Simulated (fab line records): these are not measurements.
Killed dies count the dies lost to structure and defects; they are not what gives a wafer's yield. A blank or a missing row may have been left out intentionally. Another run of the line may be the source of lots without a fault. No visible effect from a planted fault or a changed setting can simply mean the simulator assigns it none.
fab line records -- flow sfq-line
[record] lots = 6, wafers = 18, last-day = 94
route steps=325 shown M4@152 I4@163
lots that met no fault: taken from a fault-free run of the same line
start-h: the number of hours between the record's first day and the start of the first shown wafer of the lot -- wait-h: hours since the lot's step before -- " unchanged from the row above -- L1.1+2: one row covering several wafers at once -- - no value, or no start was given -- * or withheld: withheld -- < > ~ a bound
route shown NAME@n: NAME is a module with steps in the file, n the number in the route of the first one -- usual: mean and standard deviation over wafers with no fault -- same: alike in all rows -- chamber/n: place in a boat -- sites: each site's reading -- _std_site: standard deviation of those values -- _edge_site: mean of outer sites minus mean of inner sites -- radius-mm: how far each site lies from the wafer's centre -- mask NAME#n: copy n -- behind: the tool/chamber that last shaped the wafer -- hold: what put the lot on hold/how long, in hours/how the hold closed -- device: the n, p or np transistor that did not switch -- end of line: the tests these same wafers got at the end of their route -- step lacking rows: just its recipe -- killed: dies lost to structure and defects at the first sort, not the wafer's yield -- map: a wafer's dies, x killed, . not, _ none there
set.NAME: the setting that was run; set.NAME@STEP: the one run at that earlier step -- model.NAME: the simulator's own value behind a step, which no gauge read
lots seen at some steps along the route; tables by step, rows by wafer
services: the hour from which a tool's chamber was out of use, counted from the record's first day as start-h (under 0 if before that day), plus the number of hours and why
[[steps]]
[step SFQ_TRILAYER_M4_LITHO_COAT_098]
[recipe] resist = BARC, spin-rpm = 3000, resist-thk-nm = 62
[step SFQ_TRILAYER_M4_LITHO_COAT_093]
[recipe] resist = KrF, spin-rpm = 3000, resist-thk-nm = 600
[step SFQ_TRILAYER_M4_LITHO_SOFTBAKE_097]
[recipe] temp-c = withheld, time-s = withheld, resist = KrF
[step SFQ_TRILAYER_M4_LITHO_EXPOSE_094]
[recipe] mask-id = M4, na = 0.6, source-shape = conventional, sigma-outer = 0.65, target-cd-nm = 500, dose-mj = 14.4
[step SFQ_TRILAYER_M4_LITHO_PEB_096]
[recipe] peb-temp-c = 115, peb-time-s = 60, resist = KrF
[step SFQ_TRILAYER_M4_LITHO_DEVELOP_095]
[recipe] time-s = 60, resist = KrF
[step SFQ_M4_OVL_MEAS_926]
[usual] M4_OVL = -3/5.3
lot.wafer,tool,chamber,start-h,wait-h,M4_OVL[nm]
L171.1,overlay-01,-,933.16,0.1,-3
L171.5,overlay-01,-,933.16,0.1,1
L171.6,overlay-01,-,933.16,0.1,-2
L174.1,overlay-02,-,962.45,0.1,-4
L174.4,overlay-02,-,962.45,0.1,-3
L174.6,overlay-02,-,962.45,0.1,-9
L179.1,overlay-02,-,1080.98,0.1,-10
L179.2,overlay-02,-,1080.98,0.1,-13
L179.5,overlay-02,-,1080.98,0.1,-12
L182.1,overlay-01,-,1112.18,0.1,-2
L182.3,overlay-01,-,1112.18,0.1,-1
L182.5,overlay-01,-,1112.18,0.1,0
L189.4,overlay-01,-,1150.73,0.1,-10
L189.5,overlay-01,-,1150.73,0.1,-13
L189.6,overlay-01,-,1150.73,0.1,-6
L191.2,overlay-01,-,1158.47,0.1,1
L191.3,overlay-01,-,1158.47,0.1,-1
L191.4,overlay-01,-,1158.47,0.1,-1
[step SFQ_TRILAYER_M4_BARC_OPEN_METAL_ETCH_123]
[recipe] mask-material = PR, chemistry = O2, target-depth-nm = 125, target = BARC, icp-w = 600, bias-w = 80, pressure-mtorr = 10, time-s = 41.7
[usual] chamber-pressure-mTorr = 10.001/0.0091, drypump-motor-current-A = 5.6/0.6, he-backside-leak-sccm = 3.72/0.22, oes-product-au = 0.685/0.0046
lot.wafer,tool,chamber,start-h,wait-h,chamber-pressure-mTorr,drypump-motor-current-A,he-backside-leak-sccm,oes-product-au,rf-hours-counter-h
L171.1,rie-metal-03,1,933.20,0.0,9.982,5.7,3.62,0.692,144
L171.5,rie-metal-03,0,933.20,0.0,9.995,5.9,3.80,0.695,-
L171.6,rie-metal-03,1,933.20,0.0,10.001,5.7,3.36,0.684,-
L174.1,rie-metal-04,1,962.48,0.0,10.011,6.6,3.98,0.686,85
L174.4,rie-metal-04,1,962.48,0.0,10.001,6.6,3.90,0.682,-
L174.6,rie-metal-04,1,962.48,0.0,10.004,6.6,4.14,0.676,-
L179.1,rie-metal-03,1,1081.02,0.0,9.999,5.7,3.22,0.675,10
L179.2,rie-metal-03,0,1081.02,0.0,9.995,5.9,3.83,0.682,125
L179.5,rie-metal-03,1,1081.02,0.0,9.986,5.7,3.03,0.686,-
L182.1,rie-metal-04,0,1112.22,0.0,9.997,5.6,3.79,0.698,13
L182.3,rie-metal-04,1,1112.22,0.0,9.990,6.6,4.02,0.686,-
L182.5,rie-metal-04,0,1112.22,0.0,10.007,5.6,3.89,0.690,-
L189.4,rie-metal-04,1,1150.77,0.0,10.019,6.6,3.85,0.675,-
L189.5,rie-metal-04,0,1150.77,0.0,9.993,5.6,3.67,0.682,-
L189.6,rie-metal-04,1,1150.77,0.0,9.985,6.6,3.97,0.689,-
L191.2,rie-metal-02,0,1158.50,0.0,10.007,4.6,3.88,0.686,57
L191.3,rie-metal-02,0,1158.50,0.0,10.001,4.6,3.81,0.684,-
L191.4,rie-metal-02,1,1158.50,0.0,10.007,5.2,3.60,0.687,-
[step SFQ_TRILAYER_M4_ETCH_METAL_ETCH_096]
[recipe] target = Nb, stop-on = SiO2, mask-material = PR, chemistry = Cl2/Ar, target-depth-nm = 240, icp-w = 600, bias-w = 80, pressure-mtorr = 10, time-s = 120
[usual] chamber-pressure-mTorr = 10.000/0.0087, drypump-motor-current-A = 5.6/0.6, he-backside-leak-sccm = 3.78/0.29, oes-product-au = 0.897/0.0069
lot.wafer,tool,chamber,start-h,wait-h,chamber-pressure-mTorr,drypump-motor-current-A,he-backside-leak-sccm,oes-product-au,rf-hours-counter-h
L171.1,rie-metal-03,1,933.26,0.0,9.993,5.7,3.56,0.896,144
L171.5,rie-metal-03,0,933.26,0.0,10.009,5.9,4.03,0.887,-
L171.6,rie-metal-03,1,933.26,0.0,10.007,5.7,4.12,0.886,-
L174.1,rie-metal-04,1,962.54,0.0,10.005,6.5,3.43,0.888,85
L174.4,rie-metal-04,1,962.54,0.0,10.014,6.5,5.29,0.888,-
L174.6,rie-metal-04,1,962.54,0.0,9.998,6.6,3.61,0.883,-
L179.1,rie-metal-03,1,1081.08,0.0,10.001,5.7,3.64,0.894,10
L179.2,rie-metal-03,0,1081.08,0.0,9.995,5.9,4.05,0.907,125
L179.5,rie-metal-03,1,1081.08,0.0,9.985,5.7,3.48,0.904,-
L182.1,rie-metal-04,0,1112.28,0.0,9.992,5.6,3.62,0.896,13
L182.3,rie-metal-04,1,1112.28,0.0,9.992,6.6,4.04,0.905,-
L182.5,rie-metal-04,0,1112.28,0.0,10.010,5.6,3.78,0.901,-
L189.4,rie-metal-04,1,1150.85,0.1,10.006,6.6,3.71,0.889,-
L189.5,rie-metal-04,0,1150.85,0.1,10.004,5.6,3.65,0.902,-
L189.6,rie-metal-04,1,1150.85,0.1,9.999,6.6,3.68,0.902,-
L191.2,rie-metal-02,0,1158.56,0.0,10.003,4.6,3.82,0.894,57
L191.3,rie-metal-02,0,1158.56,0.0,10.014,4.6,3.60,0.882,-
L191.4,rie-metal-02,1,1158.56,0.0,10.000,5.2,3.54,0.896,-
[step SFQ_TRILAYER_M4_STRIP_STRIP_097]
[recipe] gas = O2, power-w = 200, platen-temp-c = 40, overash-fraction = 0.65, chemistry = O2, pressure-mtorr = 50
[usual] chamber-pressure-mTorr = 50.00/0.048, drypump-motor-current-A = 5.6/0.6, he-backside-leak-sccm = 3.72/0.29, oes-product-au = 1.001/0.0094, platen-temp-c = 40.01/0.13
lot.wafer,tool,chamber,start-h,wait-h,chamber-pressure-mTorr,drypump-motor-current-A,he-backside-leak-sccm,oes-product-au,platen-temp-c,rf-hours-counter-h
L171.1,rie-metal-03,1,933.39,0.1,50.06,5.7,3.76,0.997,39.90,144
L171.5,rie-metal-03,0,933.39,0.1,49.97,6.0,3.92,1.002,40.15,-
L171.6,rie-metal-03,1,933.39,0.1,50.03,5.7,3.63,0.993,39.94,-
L174.1,rie-metal-04,1,962.67,0.1,49.97,6.6,3.86,0.990,39.73,86
L174.4,rie-metal-04,1,962.67,0.1,49.93,6.6,3.87,0.988,39.94,-
L174.6,rie-metal-04,1,962.67,0.1,50.03,6.6,3.46,0.988,39.95,-
L179.1,rie-metal-03,1,1081.20,0.1,50.09,5.7,3.21,0.986,40.06,10
L179.2,rie-metal-03,0,1081.20,0.1,50.03,5.9,3.84,0.994,40.00,125
L179.5,rie-metal-03,1,1081.20,0.1,49.98,5.7,3.17,1.001,39.85,-
L182.1,rie-metal-04,0,1112.40,0.1,49.96,5.6,3.55,1.011,39.96,13
L182.3,rie-metal-04,1,1112.40,0.1,50.01,6.6,3.79,0.999,39.90,-
L182.5,rie-metal-04,0,1112.40,0.1,50.03,5.6,3.78,1.011,40.01,-
L189.4,rie-metal-04,1,1151.14,0.2,49.98,6.6,3.77,0.997,40.03,-
L189.5,rie-metal-04,0,1151.14,0.2,49.98,5.6,3.60,1.025,40.00,-
L189.6,rie-metal-04,1,1151.14,0.2,49.92,6.6,3.61,1.003,39.92,-
L191.2,rie-metal-02,0,1158.69,0.1,49.92,4.6,3.65,0.991,40.18,57
L191.3,rie-metal-02,0,1158.69,0.1,50.04,4.6,3.79,1.014,40.18,-
L191.4,rie-metal-02,1,1158.69,0.1,50.05,5.3,3.83,0.995,40.15,-
[step SFQ_TRILAYER_M4_STRIP_SOLV_CLEAN_098]
[recipe] chemistry = NMP, temp-c = 70, time-s = 600
[step SFQ_TRILAYER_I4_DEP_PECVD_099]
[recipe] material = SiO2, temp-c = 150, time-s = 111.11, pressure-torr = 2.4, rf-w = 183.3, precursor = SiH4/N2O, target-thk-nm = 500
[usual] chamber-pressure-Torr = 2.400/0.0052, heater-power-w = 78/17, throttle-valve-pct = 24.7/1.7
lot.wafer,tool,chamber,start-h,wait-h,chamber-pressure-Torr,heater-power-w,throttle-valve-pct
L171.1,pecvd-01,2,934.16,0.0,2.397,64,23.4
L171.5,pecvd-01,1,934.16,0.0,2.401,57,23.0
L171.6,pecvd-01,0,934.16,0.0,2.397,82,24.1
L174.1,pecvd-01,1,963.46,0.0,2.399,62,23.1
L174.4,pecvd-01,1,963.46,0.0,2.398,66,23.4
L174.6,pecvd-01,2,963.46,0.0,2.405,64,23.6
L179.1,pecvd-03,0,1082.00,0.0,2.398,115,24.5
L179.2,pecvd-03,1,1082.00,0.0,2.396,81,23.2
L179.5,pecvd-03,2,1082.00,0.0,2.408,90,23.7
L182.1,pecvd-02,0,1113.18,0.0,2.394,81,24.9
L182.3,pecvd-02,1,1113.18,0.0,2.399,84,29.7
L182.5,pecvd-02,2,1113.18,0.0,2.409,55,24.7
L189.4,pecvd-02,2,1151.75,0.0,2.402,58,24.9
L189.5,pecvd-02,1,1151.75,0.0,2.402,83,29.9
L189.6,pecvd-02,0,1151.75,0.0,2.394,73,25.0
L191.2,pecvd-01,1,1159.46,0.0,2.400,66,23.7
L191.3,pecvd-01,2,1159.46,0.0,2.398,61,23.8
L191.4,pecvd-01,0,1159.46,0.0,2.409,82,24.4
[step SFQ_TRILAYER_I4_CMP_CMP_100]
[recipe] material = SiO2, down-force-psi = 3, platen-rpm = 60, pad-velocity-m-s = 0.94248
[usual] motor-current-A = 10.2/0.96, time-to-endpoint-s = 215/9.5
lot.wafer,tool,chamber,start-h,wait-h,motor-current-A,time-to-endpoint-s
L171.1,cmp-01,2,935.74,1.5,10.0,208
L171.6,cmp-01,3,935.74,1.5,10.0,211
L171.5,cmp-01,0,935.74,1.5,8.3,204
L174.1,cmp-02,0,963.54,0.0,10.7,215
L174.4,cmp-02,3,965.04,1.5,10.8,215
L174.6,cmp-02,1,966.04,2.5,10.8,208
L179.2,cmp-01,3,1089.32,7.3,10.4,115
L179.1,cmp-01,1,1090.39,8.4,12.7,109
L179.5,cmp-01,0,1092.01,9.9,9.2,115
L182.1,cmp-01,0,1113.26,0.0,8.8,116
L182.3,cmp-01,2,1114.26,1.0,11.0,119
L182.5,cmp-01,1,1115.76,2.5,11.4,119
L189.4,cmp-02,0,1152.29,0.5,10.6,223
L189.5,cmp-02,3,1153.79,2.0,10.5,222
L189.6,cmp-02,0,1153.79,2.0,10.5,235
L191.2,cmp-02,1,1160.04,0.5,10.4,198
L191.3,cmp-02,2,1160.04,0.5,9.4,206
L191.4,cmp-02,3,1160.04,0.5,10.8,216
[step SFQ_I4_BOW_MEAS_927]
[recipe] mode = bow
[usual] I4_BOW = 2/9.5
lot.wafer,tool,chamber,start-h,wait-h,I4_BOW[um]
L171.1,film-metro-02,-,937.24,1.0,11
L171.5,film-metro-02,-,937.24,1.0,-8
L171.6,film-metro-02,-,937.24,1.0,1
L174.1,film-metro-04,-,966.54,2.5,-3
L174.4,film-metro-04,-,966.54,2.5,10
L174.6,film-metro-04,-,966.54,2.5,-2
L179.1,film-metro-01,-,1092.55,1.6,14
L179.2,film-metro-01,-,1092.55,1.6,19
L179.5,film-metro-01,-,1092.55,1.6,-1
L182.1,film-metro-01,-,1116.26,2.5,-1
L182.3,film-metro-01,-,1116.26,2.5,1
L182.5,film-metro-01,-,1116.26,2.5,-2
L189.4,film-metro-02,-,1154.85,2.1,15
L189.5,film-metro-02,-,1154.85,2.1,7
L189.6,film-metro-02,-,1154.85,2.1,14
L191.2,film-metro-02,-,1162.56,2.0,3
L191.3,film-metro-02,-,1162.56,2.0,1
L191.4,film-metro-02,-,1162.56,2.0,-4
[[services]]
tool,chamber,start-h,hours,kind
cmp-02,-,921.64,4.0,pm
rie-metal-02,-,925.10,0.3,repair
pecvd-03,-,933.25,14.0,pm
pecvd-02,1,942.50,5.5,repair
cmp-01,-,957.30,1.4,repair
rie-metal-04,1,958.72,2.3,repair
rie-metal-02,-,959.84,2.8,pm
cmp-01,-,969.25,8.7,repair
pecvd-03,0,989.73,16.1,repair
pecvd-01,1,1013.16,3.7,repair
pecvd-02,-,1019.66,4.3,pm
cmp-02,-,1023.93,3.4,repair
pecvd-01,1,1025.59,22.0,repair
rie-metal-03,0,1034.49,25.3,repair
cmp-02,-,1069.07,15.4,pm
cmp-02,-,1086.74,0.7,repair
cmp-01,-,1092.55,4.0,pm
rie-metal-02,-,1093.56,1.4,pm
cmp-01,-,1108.73,0.3,repair
pecvd-01,-,1112.85,1.9,repair
pecvd-02,-,1127.63,4.9,repair
rie-metal-03,-,1142.00,2.8,pm
rie-metal-02,0,1151.12,2.0,repair
pecvd-02,-,1159.21,6.0,pm
[[key]]
[first-sign] step = SFQ_TRILAYER_I4_CMP_CMP_100, reading = time-to-endpoint-s, direction = down, sigmas = 10, usual = *, struck = *
effect none on later readings
met-at SFQ_TRILAYER_I4_CMP_CMP_100
struck-wafers L179.1,L179.2,L179.5,L182.1,L182.3,L182.5
onset-between 935.74 1089.32
[fault] kind = process-parameter-drift, tool = cmp-01, chamber = -, onset-h = 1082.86, steps = SFQ_TRILAYER_I4_CMP_CMP_100, channel = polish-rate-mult, offset = 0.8, shape = step, end-h = 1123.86
